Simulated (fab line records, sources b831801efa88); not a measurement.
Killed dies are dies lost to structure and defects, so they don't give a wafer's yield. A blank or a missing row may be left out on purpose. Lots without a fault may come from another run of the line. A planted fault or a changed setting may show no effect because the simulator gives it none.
Problem report in the 8D (eight disciplines) form, filled by code | flow gf180mcu | the parts of the form that need people (team, actions taken, sign-off) are left out

1. THE PROBLEM
heater_power_total_W at GF_V3_SOFTBAKE_10 reads a mean of 94.72 W on 6 wafers of 2 lots; wafers without a fault read 93.05 W with a standard deviation of 0.062. That is +27 standard deviations from the usual mean.
The step: time 60 s.
First seen on wafer L328.1, day 25 11:00, on litho_track-01. The record holds 36 wafers of 12 lots with a number at this step. Rule for "out", or "out of limits": more than 4 standard deviations from the usual mean. The other wafers with a number count as sound.

2. WHAT IT IS AND WHAT IT IS NOT
question                    | is                                 | is not
which readings at this step | heater_power_total_W, plate_temp_C | -
which lots                  | L328, L331                         | L318, L319, L321, L323, L327, L335, L336, L337, L340, L341
which wafers of those lots  | all that have a number             | -
read on which tools         | litho_track-01                     | litho_track-02, litho_track-03
when                        | from day 25 11:00                  | up to then (15 sound wafers); but 15 sound wafers of L335, L336, L337, L340, L341 came after

3. SUSPECTS, AND WHAT RULES EACH OUT
Counting: a tool at a process step up to the reading stays a suspect if it ran every lot that is out and no sound lot after the first of them.
- litho_track-01 at GF_V3_SOFTBAKE_10 (time 60 s): kept. It ran every lot that is out, first L328 (day 25 11:00), and no sound lot after that; its last sound lot up to then is L323 (day 23 21:00). Its own readings are out on those wafers: heater_power_total_W, plate_temp_C.
Left after counting: litho_track-01 at GF_V3_SOFTBAKE_10.

4. THE CAUSE (what the simulator had put in)
Process parameter drift: litho_track-01, from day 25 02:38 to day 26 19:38, at GF_V3_SOFTBAKE_10. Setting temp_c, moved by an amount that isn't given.
Counting left only this tool.

5. THE CHAIN OF EFFECTS, in route order
Each row: a reading whose mean over the struck wafers that have a number lies more than 3 standard deviations from the usual. Only readings for which the record gives a usual standard deviation are gone through. hours: the time from each lot's start at the first step in this table that gives one to its start at this step, as a median over the lots. sigmas: the change in usual standard deviations.
hours | step              | reading              | usual    | on struck wafers | change | sigmas
0     | GF_V3_SOFTBAKE_10 | heater_power_total_W | 93.05 W  | 94.72            | +1.67  | +27
0     | GF_V3_SOFTBAKE_10 | plate_temp_C         | 129.99 C | 131.59           | +1.59  | +11
The process steps in it:
- GF_V3_SOFTBAKE_10: time 60 s.
Later measuring or inspecting steps at which every struck wafer that the step has a row for has a number for every such reading, and none has moved that far: GF_V3_CD_MEAS_14.

6. WHAT WOULD HAVE CAUGHT IT SOONER
In this record the first reading out of limits was taken at day 25 11:00, 8 hours after the fault began at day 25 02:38.
